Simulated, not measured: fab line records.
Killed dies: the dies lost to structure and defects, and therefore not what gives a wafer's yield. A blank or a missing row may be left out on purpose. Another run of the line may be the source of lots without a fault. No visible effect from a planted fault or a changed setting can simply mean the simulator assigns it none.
Matching of chambers    flow sky130    SKY_VIA4_ETCH_12 on rie_diel-04 has 4 sister chambers
The step etches SiO2 in C4F8/O2/Ar, stops on TiN, target depth 580 nm. 8 wafers are shown with their chamber, then 12 later ones without.

WAFERS PAIRED WITH THEIR CHAMBERS
wafer   chamber  oes_product_au (a.u.)
L083.2  0        0.923
L083.4  1        0.932
L087.1  3        0.926
L087.2  2        0.924
L087.3  0        0.922
L087.4  1        0.928
L087.5  3        0.932
L087.6  2        0.926

WAFERS WITH NO CHAMBER GIVEN
wafer   oes_product_au (a.u.)
L088.2  0.923
L088.4  0.926
L088.6  0.925
L093.3  0.921
L093.4  0.923
L093.5  0.917
L094.2  0.929
L094.4  0.927
L094.5  0.926
L097.2  0.925
L097.4  0.930
L097.6  0.931

WHICH CHAMBER EACH ONE RAN IN
wafer   from the rows above                in truth
L088.2  can't be placed: 0 or 2            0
L088.4  can't be placed: 2 or 3 or 0 or 1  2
L088.6  can't be placed: 2 or 0 or 3 or 1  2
L093.3  can't be placed: 0 or 2            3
L093.4  can't be placed: 0 or 2            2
L093.5  can't be placed: 0 or 2            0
L094.2  can't be placed: 3 or 1 or 2       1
L094.4  can't be placed: 2 or 3 or 1 or 0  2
L094.5  can't be placed: 2 or 3 or 0 or 1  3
L097.2  can't be placed: 2 or 0 or 3 or 1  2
L097.4  can't be placed: 1 or 3 or 2       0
L097.6  can't be placed: 1 or 3 or 2       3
0 of 12 placed correctly. These rows do not allow placing 12 (true chamber among the candidates in 10). Wrongly placed: 0.
How it was worked out, from the rows above alone: a wafer's distance from a chamber is the root of the sum, over the readings, of the square of ((its reading less the chamber's mean) divided by the reading's scatter). If the next closest chamber is less than 2 further off than the closest, the wafer can't be placed; otherwise it belongs to the closest. Each chamber's mean is taken over the wafers shown for it. The scatter: take each reading less its chamber's mean, square it, sum over the shown wafers, divide by the number of wafers less the number of chambers, and take the root.
